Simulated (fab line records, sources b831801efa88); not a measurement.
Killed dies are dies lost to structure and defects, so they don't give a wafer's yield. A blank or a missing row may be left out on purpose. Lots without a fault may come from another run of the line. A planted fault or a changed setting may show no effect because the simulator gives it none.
Which tool did it? | flow gf180mcu | 24 lots, 72 wafers sampled, at 6 steps of a route of 602

WHAT THE GAUGES READ, wafer by wafer
GF_HV_LDD_THK_MEAS_55.
lot  | measured     | on            | HV_LDD_CVD_54_THK (nm)
L074 | day 12 12:10 | film_metro-04 | 10.11 10.03 10.11
L075 | day 12 16:40 | film_metro-04 | 10.06 9.99 9.89
L076 | day 13 03:25 | film_metro-03 | 9.85 9.88 10.00
L077 | day 13 10:43 | film_metro-04 | 10.25 10.25 10.21
L078 | day 13 18:32 | film_metro-04 | 10.21 10.17 10.12
L079 | day 14 02:13 | film_metro-03 | 10.02 10.10 10.01
L080 | day 14 09:54 | film_metro-04 | 10.12 10.01 10.07
L081 | day 14 20:53 | film_metro-03 | 10.00 10.01 9.91
L082 | day 15 05:26 | film_metro-04 | 10.07 10.14 10.01
L083 | day 15 15:37 | film_metro-03 | 9.89 10.03 9.94
L084 | day 15 19:00 | film_metro-04 | 10.17 10.16 10.17
L085 | day 16 10:34 | film_metro-04 | 9.99 9.94 9.91
L086 | day 16 18:50 | film_metro-04 | 10.05 10.11 10.10
L087 | day 16 23:54 | film_metro-03 | 10.17 10.09 10.01
L088 | day 17 04:01 | film_metro-04 | 10.02 9.93 9.99
L089 | day 17 15:28 | film_metro-01 | 10.37 10.41 10.20
L090 | day 17 23:19 | film_metro-01 | 10.14 9.99 9.94
L091 | day 18 05:11 | film_metro-04 | 10.26 10.33 10.26
L092 | day 18 14:38 | film_metro-03 | 10.02 10.00 9.94
L093 | day 18 23:54 | film_metro-01 | 10.20 10.08 10.10
L094 | day 19 10:10 | film_metro-03 | 10.04 10.01 9.98
L095 | day 19 16:00 | film_metro-03 | 9.96 9.90 9.93
L096 | day 19 22:46 | film_metro-01 | 9.77 9.72 9.69
L097 | day 20 10:10 | film_metro-04 | 9.99 10.06 10.10

GF_V1_OVL_MEAS_15.
lot  | measured     | on         | V1_OVL (nm)
L074 | day 18 01:55 | overlay-02 | -6 -8 -7
L075 | day 18 09:47 | overlay-01 | 0 -3 -4
L076 | day 18 20:42 | overlay-01 | 6 -5 6
L077 | day 19 05:13 | overlay-01 | -1 2 0
L078 | day 19 16:34 | overlay-02 | -7 -10 -5
L079 | day 19 23:46 | overlay-01 | 10 14 2
L080 | day 20 12:23 | overlay-02 | -1 1 2
L081 | day 20 23:16 | overlay-02 | -9 -7 -4
L082 | day 21 08:20 | overlay-01 | -1 8 4
L083 | day 21 19:49 | overlay-01 | 3 -3 -3
L084 | day 21 23:22 | overlay-01 | -9 -11 -6
L085 | day 22 14:50 | overlay-02 | -13 -9 -11
L086 | day 23 00:38 | overlay-01 | -4 4 1
L087 | day 23 06:14 | overlay-01 | 9 5 -8
L088 | day 23 11:16 | overlay-01 | 9 2 11
L089 | day 23 19:59 | overlay-01 | 1 1 6
L090 | day 24 03:44 | overlay-01 | 11 5 8
L091 | day 24 10:47 | overlay-02 | -4 0 -7
L092 | day 24 18:11 | overlay-01 | -5 -7 5
L093 | day 25 02:44 | overlay-01 | 6 6 3
L094 | day 25 11:05 | overlay-01 | -3 -5 3
L095 | day 25 17:37 | overlay-01 | -4 0 -1
L096 | day 25 23:35 | overlay-02 | 5 -8 4
L097 | day 26 09:50 | overlay-02 | -2 2 4

GF_M2_OVL_MEAS_15.
lot  | measured     | on         | M2_OVL (nm)
L074 | day 19 03:12 | overlay-01 | 18 11 15
L075 | day 19 11:51 | overlay-01 | 2 1 9
L076 | day 19 22:48 | overlay-02 | 5 0 6
L077 | day 20 07:53 | overlay-01 | 4 10 8
L078 | day 20 18:46 | overlay-02 | 4 7 13
L079 | day 21 01:43 | overlay-01 | -3 -1 -1
L080 | day 21 13:42 | overlay-02 | -1 8 1
L081 | day 22 00:26 | overlay-01 | 5 7 16
L082 | day 22 09:17 | overlay-01 | 10 17 13
L083 | day 22 21:02 | overlay-01 | 12 10 11
L084 | day 23 00:02 | overlay-02 | -2 3 14
L085 | day 23 15:29 | overlay-02 | 6 15 5
L086 | day 24 00:56 | overlay-02 | 10 10 6
L087 | day 24 06:17 | overlay-02 | 14 2 9
L088 | day 24 11:08 | overlay-01 | 5 11 9
L089 | day 24 20:17 | overlay-01 | 11 1 4
L090 | day 25 03:26 | overlay-02 | 5 4 8
L091 | day 25 10:08 | overlay-01 | 4 -3 0
L092 | day 25 18:19 | overlay-01 | 4 11 8
L093 | day 26 01:08 | overlay-01 | -3 -6 1
L094 | day 26 10:05 | overlay-02 | 0 -5 -1
L095 | day 26 16:02 | overlay-02 | -3 6 9
L096 | day 26 21:44 | overlay-02 | 2 -3 -3
L097 | day 27 08:31 | overlay-02 | -1 0 4

GF_V3_RS_MEAS_24: measures by four-point-probe.
lot  | measured     | on            | V3_W_RS (ohm/sq)
L074 | day 22 08:25 | film_metro-02 | 0.322 0.325 0.324
L075 | day 22 17:59 | film_metro-02 | 0.317 0.326 0.326
L076 | day 23 03:35 | film_metro-03 | 0.322 0.318 0.319
L077 | day 23 12:35 | film_metro-04 | 0.323 0.313 0.322
L078 | day 23 22:43 | film_metro-03 | 0.325 0.325 0.316
L079 | day 24 04:31 | film_metro-02 | 0.314 0.322 0.318
L080 | day 24 15:10 | film_metro-02 | 0.313 0.311 0.316
L081 | day 25 02:41 | film_metro-04 | 0.309 0.322 0.322
L082 | day 25 10:04 | film_metro-02 | 0.320 0.317 0.325
L083 | day 25 20:53 | film_metro-04 | 0.314 0.318 0.313
L084 | day 25 21:43 | film_metro-03 | 0.314 0.318 0.322
L085 | day 26 13:18 | film_metro-04 | 0.312 0.314 0.322
L086 | day 26 22:49 | film_metro-03 | 0.323 0.316 0.321
L087 | day 27 03:59 | film_metro-02 | 0.311 0.313 0.311
L088 | day 27 08:27 | film_metro-03 | 0.312 0.322 0.317
L089 | day 27 16:41 | film_metro-03 | 0.319 0.314 0.322
L090 | day 27 22:41 | film_metro-03 | 0.311 0.314 0.314
L091 | day 28 05:09 | film_metro-02 | 0.316 0.316 0.318
L092 | day 28 12:59 | film_metro-04 | 0.322 0.318 0.324
L093 | day 28 18:02 | film_metro-03 | 0.323 0.320 0.325
L094 | day 29 02:49 | film_metro-04 | 0.310 0.317 0.314
L095 | day 29 06:47 | film_metro-02 | 0.314 0.320 0.313
L096 | day 29 13:04 | film_metro-03 | 0.316 0.313 0.312
L097 | day 30 00:08 | film_metro-02 | 0.324 0.322 0.321

WHICH TOOL RAN EACH LOT (tool, then ch and the chambers of the sampled wafers, then the start)
lot  | GF_CONTACT_CMP_04             | GF_V1_CMP_26
L074 | cmp-02 ch 1,2, day 15 03:44   | cmp-02 ch 0,2, day 18 03:01
L075 | cmp-02 ch 2,3, day 15 08:56   | cmp-02 ch 0,1,3, day 18 10:58
L076 | cmp-02 ch 0,1,3, day 15 20:02 | cmp-01 ch 1,2,3, day 18 21:56
L077 | cmp-01 ch 0,1,3, day 16 04:00 | cmp-01 ch 0,1, day 19 06:21
L078 | cmp-02 ch 1,2, day 16 13:35   | cmp-01 ch 2,3, day 19 17:44
L079 | cmp-01 ch 2,3, day 16 22:23   | cmp-02 ch 0,3, day 20 00:52
L080 | cmp-01 ch 0,1,2, day 17 09:08 | cmp-01 ch 0,3, day 20 13:28
L081 | cmp-01 ch 1,3, day 17 19:10   | cmp-01 ch 0,2, day 21 00:25
L082 | cmp-02 ch 1,3, day 18 04:26   | cmp-02 ch 0,1,3, day 21 09:25
L083 | cmp-01 ch 0,2,3, day 18 15:23 | cmp-02 ch 0,1,3, day 21 20:55
L084 | cmp-02 ch 2,3, day 18 19:16   | cmp-02 ch 0,1,3, day 22 00:28
L085 | cmp-01 ch 2,3, day 19 12:18   | cmp-01 ch 0,3, day 22 16:00
L086 | cmp-02 ch 0,2,3, day 19 22:17 | cmp-02 ch 2,3, day 23 01:52
L087 | cmp-01 ch 2,3, day 20 03:47   | cmp-02 ch 0,2, day 23 07:26
L088 | cmp-02 ch 1,2, day 20 08:20   | cmp-02 ch 1,2, day 23 12:25
L089 | cmp-02 ch 0,1,2, day 20 18:42 | cmp-02 ch 0,1,3, day 23 21:05
L090 | cmp-02 ch 0,1,3, day 21 03:13 | cmp-02 ch 1,2, day 24 04:49
L091 | cmp-01 ch 0,2,3, day 21 10:21 | cmp-01 ch 0,1,2, day 24 11:56
L092 | cmp-02 ch 0,1,3, day 21 18:11 | cmp-02 ch 0,1, day 24 19:43
L093 | cmp-01 ch 1,2, day 22 04:04   | cmp-02 ch 0,3, day 25 03:55
L094 | cmp-01 ch 1,2, day 22 13:04   | cmp-02 ch 0,1,3, day 25 12:17
L095 | cmp-02 ch 0,1,3, day 22 18:54 | cmp-01 ch 1,2, day 25 19:03
L096 | cmp-01 ch 0,1, day 23 01:56   | cmp-01 ch 0,1,3, day 26 00:49
L097 | cmp-01 ch 1,3, day 23 13:11   | cmp-02 ch 0,1,3, day 26 11:20
- GF_CONTACT_CMP_04: polishes SiO2.
- GF_V1_CMP_26: polishes, stops on SiO2, t overpolish 15 s, target thk 0 nm.

WHAT THE TOOLS THEMSELVES READ (means of the sampled wafers that have a number; where no wafer has one, the mark that the record gives instead)
GF_CONTACT_CMP_04.
lot  | tool   | edge_zone_pressure_frac | motor_current_A (A) | time_to_endpoint_s (s)
L074 | cmp-02 | 1.004                   | 11.6                | 109
L075 | cmp-02 | 0.997                   | 9.8                 | 108
L076 | cmp-02 | 0.998                   | 12.3                | 109
L077 | cmp-01 | 0.997                   | 12.7                | 105
L078 | cmp-02 | 0.999                   | 12.8                | 112
L079 | cmp-01 | 1.002                   | 12.7                | 108
L080 | cmp-01 | 1.000                   | 12.4                | 104
L081 | cmp-01 | 0.994                   | 12.7                | 107
L082 | cmp-02 | 1.002                   | 10.9                | 101
L083 | cmp-01 | 1.003                   | 12.0                | 99
L084 | cmp-02 | 0.999                   | 10.3                | 106
L085 | cmp-01 | 0.999                   | 12.3                | 109
L086 | cmp-02 | 1.006                   | 11.6                | 115
L087 | cmp-01 | 0.997                   | 12.8                | 105
L088 | cmp-02 | 1.003                   | 11.7                | 115
L089 | cmp-02 | 0.999                   | 12.7                | 105
L090 | cmp-02 | 1.002                   | 12.5                | 106
L091 | cmp-01 | 1.000                   | 12.0                | 102
L092 | cmp-02 | 0.993                   | 12.0                | 101
L093 | cmp-01 | 1.000                   | 13.4                | 105
L094 | cmp-01 | 1.006                   | 13.3                | 105
L095 | cmp-02 | 0.999                   | 12.3                | 112
L096 | cmp-01 | 0.996                   | 12.9                | 108
L097 | cmp-01 | 0.998                   | 13.3                | 112

GF_V1_CMP_26.
lot  | tool   | edge_zone_pressure_frac | motor_current_A (A) | overpolish_run_s (s) | time_to_endpoint_s (s)
L074 | cmp-02 | 1.003                   | 12.5                | 14.996               | 91
L075 | cmp-02 | 0.999                   | 11.2                | 14.998               | 83
L076 | cmp-01 | 1.004                   | 11.9                | 14.998               | 82
L077 | cmp-01 | 1.001                   | 11.4                | 14.994               | 81
L078 | cmp-01 | 0.998                   | 11.5                | 14.999               | 82
L079 | cmp-02 | 0.997                   | 10.1                | 14.988               | 86
L080 | cmp-01 | 0.999                   | 10.9                | 15.007               | 85
L081 | cmp-01 | 0.995                   | 10.7                | 14.995               | 84
L082 | cmp-02 | 0.999                   | 11.3                | 15.002               | 85
L083 | cmp-02 | 1.003                   | 11.3                | 15.002               | 82
L084 | cmp-02 | 1.001                   | 11.4                | 15.001               | 82
L085 | cmp-01 | 1.001                   | 11.1                | 15.000               | 85
L086 | cmp-02 | 1.005                   | 9.5                 | 15.000               | 85
L087 | cmp-02 | 0.994                   | 12.0                | 14.995               | 82
L088 | cmp-02 | 1.000                   | 10.6                | 14.997               | 89
L089 | cmp-02 | 0.998                   | 11.2                | 14.999               | 85
L090 | cmp-02 | 1.000                   | 11.6                | 14.999               | 89
L091 | cmp-01 | 0.999                   | 11.3                | 15.008               | 82
L092 | cmp-02 | 0.999                   | 12.7                | 15.005               | 81
L093 | cmp-02 | 1.001                   | 11.3                | 15.002               | 80
L094 | cmp-02 | 1.001                   | 11.4                | 15.004               | 81
L095 | cmp-01 | 0.998                   | 12.2                | 15.005               | 85
L096 | cmp-01 | 1.000                   | 11.4                | 15.000               | 83
L097 | cmp-02 | 1.005                   | 11.7                | 14.996               | 81

THE ANSWER, worked out from the rows above alone
Rule: what is usual is taken from the lots themselves. Put in order of their means at a reading, lots are off if they are a third of the lots or fewer, leave a main group of 4 or more, and stand apart from it by a gap of 3 or more times the standard deviation of the main group's means; of several such gaps the widest counts. A main group whose means are all the same, to the digits that the tables above print for the reading, isn't used. A lot without any number at a reading at which 4 lots or more have one is off too. The other lots that the step has rows for count as sound. The gauges are gone through in route order, then the tools' own readings, and for those a lot's mean is taken as printed above. The first step at which some lot is off is used, and at that step the reading that is off furthest; a lot without a number counts as furthest.
No lot is off at any reading shown: from this, nothing can be told.

WHAT THE SIMULATOR HAD PUT IN
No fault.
